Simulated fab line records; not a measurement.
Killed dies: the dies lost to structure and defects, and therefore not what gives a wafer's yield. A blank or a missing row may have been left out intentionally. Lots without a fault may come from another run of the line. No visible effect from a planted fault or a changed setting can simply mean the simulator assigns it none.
A struck lot beside a sound one | flow sky130 | 15 out of 708 route steps
Sound: the wafers L953.3, L953.4, L953.5. Wafers struck: L965.3, L965.5, L965.6. The cause is given at the end.
For every step that has rows: the tool of each side, followed by ch and its chambers, followed by its first start. Under that, the readings that differ: sound wafers | struck wafers | difference of the means | sigmas: that difference in standard deviations of wafers without a fault.
alike: readings with means less than 2 such deviations apart, plus words and numbers identical on both sides. not compared: withheld readings, readings lacking a value on some wafer, bounds such as >300 that could conceal the same value, and numbers that have no deviation in the record and whose values overlap.
The two part at a step that has a row with sigmas, a row that says differs or no value, or rows on one side only. Numbers that have no deviation but don't overlap get no sigmas and don't part them. Lack of a reading on every wafer of one side parts them only where that side has two or more wafers.

SKY_VIA1_STRIP_16: strips in O2/N2.
  sound on plasma-asher-03 ch 0,1, day 34 18:22; struck on plasma-asher-04 ch 0,1, day 39 01:46
  reading                      | sound             | struck            | difference | sigmas
  strip-time-to-endpoint-s (s) | 4.489 4.505 4.509 | 4.429 4.459 4.454 | -0.054     | -2
  alike: drypump-motor-current-A, oes-product-au
  not compared: rf-hours-counter-h
then, 3 steps without rows for these wafers: SKY_VIA1_STRIP_17 (strips in post etch residue remover, time 1200 s); SKY_VIA1_CLEAN_18 (cleans in IPA, time 180 s); SKY_VIA1_CLEAN_19 (cleans in O3/DIW).
SKY_VIA1_SPUTTER_20: material TiN, target thk 20 nm, time 80 s.
  struck on pvd-sputter-01, day 39 02:20; sound on pvd-sputter-02, day 34 18:58
  alike: chamber-pressure-pa, throttle-valve-pct
SKY_VIA1_CVD_21: deposits W, target thk 270 nm, time 80.902 s.
  sound on cvd-w-01 ch 0,1, day 34 19:03; struck on cvd-w-02 ch 0, day 39 02:28
  alike: heater-power-w
SKY_VIA1_RS_MEAS_22: measures by four-point-probe.
  struck on film-metro-03, day 39 02:37; sound on film-metro-03, day 34 19:09
  alike: VIA1_W_RS
SKY_VIA1_THK_MEAS_23: measures by xrf.
  struck on film-metro-03, day 39 02:43; sound on film-metro-03, day 34 19:15
  alike: VIA1_W_THK
SKY_VIA1_CMP_24: polishes, stops on SiO2, t overpolish 15 s, target thk 0 nm.
  sound on cmp-02 ch 0,2, day 34 19:17; struck on cmp-01 ch 0,1, day 39 02:47
  alike: motor-current-A, overpolish-run-s, time-to-endpoint-s
then, 3 steps without rows for these wafers: SKY_METAL2_SPUTTER_00 (material Ti, target thk 15 nm, time 10 s); SKY_METAL2_SPUTTER_01 (material TiN, target thk 20 nm, time 16.7 s); SKY_METAL2_SPUTTER_02 (material AlCu, target thk 250 nm, time 13.3 s).
SKY_METAL2_SPUTTER_03: material Ti, target thk 5 nm, time 3.3 s.
  struck on pvd-sputter-01, day 39 03:10; sound on pvd-sputter-01, day 34 19:40
  reading                                   | sound             | struck           | difference | sigmas
  model.Ti_of_METAL2_SPUTTER_03.thk-nm (nm) | 5.023 5.085 4.993 | 7.751 7.74 7.746 | +2.712     |
  alike: chamber-pressure-pa, throttle-valve-pct
SKY_METAL2_SPUTTER_04: material TiN, target thk 70 nm, time 59.24 s.
  struck on pvd-sputter-01, day 39 03:10; sound on pvd-sputter-01, day 34 19:41
  alike: chamber-pressure-pa, throttle-valve-pct
-- the record jumps here: 11 days lie between the struck wafers' starts before and after (it left off in module METAL2 and takes up again in module PAD_OPEN, whose first step shown is number 708 of the route) --
SKY_PAD_OPEN_PROBE_99:
  struck on prober-01, day 49 15:37; sound on prober-02, day 46 09:28
  reading                    | sound                | struck               | difference | sigmas
  model.etest.met2.rs-ohm-sq | 0.1291 0.1275 0.1273 | 0.1313 0.1318 0.1319 | +0.0037    |
  alike: defect-limited-yield, killed_at_M0_to_M3, killed_at_M4_up, killed-at-contacts, killed-at-front-end, killed-at-other, killed-dies, killed-open, killed-short, sort_bin_3_pad_short, sort_bin_5_function, sort_bin_6_memory, sort-n-pass, sort-yield-pct

WHERE THEY PART
Only at SKY_VIA1_STRIP_16, as far as this record shows. Later steps at which nothing parts them and some readings are alike: SKY_VIA1_SPUTTER_20, SKY_VIA1_CVD_21, SKY_VIA1_RS_MEAS_22, SKY_VIA1_THK_MEAS_23, SKY_VIA1_CMP_24, SKY_METAL2_SPUTTER_03, SKY_METAL2_SPUTTER_04, SKY_PAD_OPEN_PROBE_99.

WHY: whatever the simulator had introduced
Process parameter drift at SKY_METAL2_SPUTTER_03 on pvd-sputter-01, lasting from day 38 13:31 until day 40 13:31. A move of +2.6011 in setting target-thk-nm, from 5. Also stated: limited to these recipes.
